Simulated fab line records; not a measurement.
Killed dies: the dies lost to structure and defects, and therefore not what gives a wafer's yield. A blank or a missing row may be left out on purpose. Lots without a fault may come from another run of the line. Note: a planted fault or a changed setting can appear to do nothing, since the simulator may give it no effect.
Which tool was responsible?    flow sky130    12 lots (36 wafers sampled), 1 step of a 708-step route

WHAT THE GAUGES READ, wafer by wafer
SKY_LI_CONTACT_OVL_MEAS_13.
lot   measured      on          LI_CONTACT_OVL (nm)
L075  day 29 08:02  overlay-02  -5 -11 -11
L077  day 30 02:45  overlay-02  3 10 18
L079  day 30 13:59  overlay-02  -6 -13 0
L081  day 31 14:26  overlay-02  9 3 -3
L083  day 32 04:08  overlay-01  -9 -2 -2
L085  day 32 21:08  overlay-02  19 13 8
L087  day 33 20:04  overlay-02  4 -4 6
L088  day 34 02:09  overlay-01  -11 -6 -3
L092  day 34 22:09  overlay-01  2 6 4
L093  day 35 05:26  overlay-02  -4 -9 11
L095  day 35 22:38  overlay-02  -16 -14 -13
L097  day 36 09:30  overlay-01  -5 1 1

EACH LOT AND THE TOOL THAT RAN IT (in order: tool; ch and the chambers of the sampled wafers; start)
The record shows no process step preceding these readings.

THE ANSWER, worked out from the rows above alone
Rule: the usual values come from the lots themselves. The widest of any qualifying gaps counts: lots, ordered by their means at a reading, are off when they make up no more than a third of the lots, leave a main group of 4 or more, and stand apart from it by 3 or more times the standard deviation of that group's means. A main group is skipped when, at the precision printed for the reading in the tables above, its means are all equal. Also off: a lot with no number at a reading for which 4 or more lots have one. All remaining lots with rows at the step are treated as sound.
No lot is off at any reading shown: from this, nothing can be told.

WHAT THE SIMULATOR HAD PUT IN
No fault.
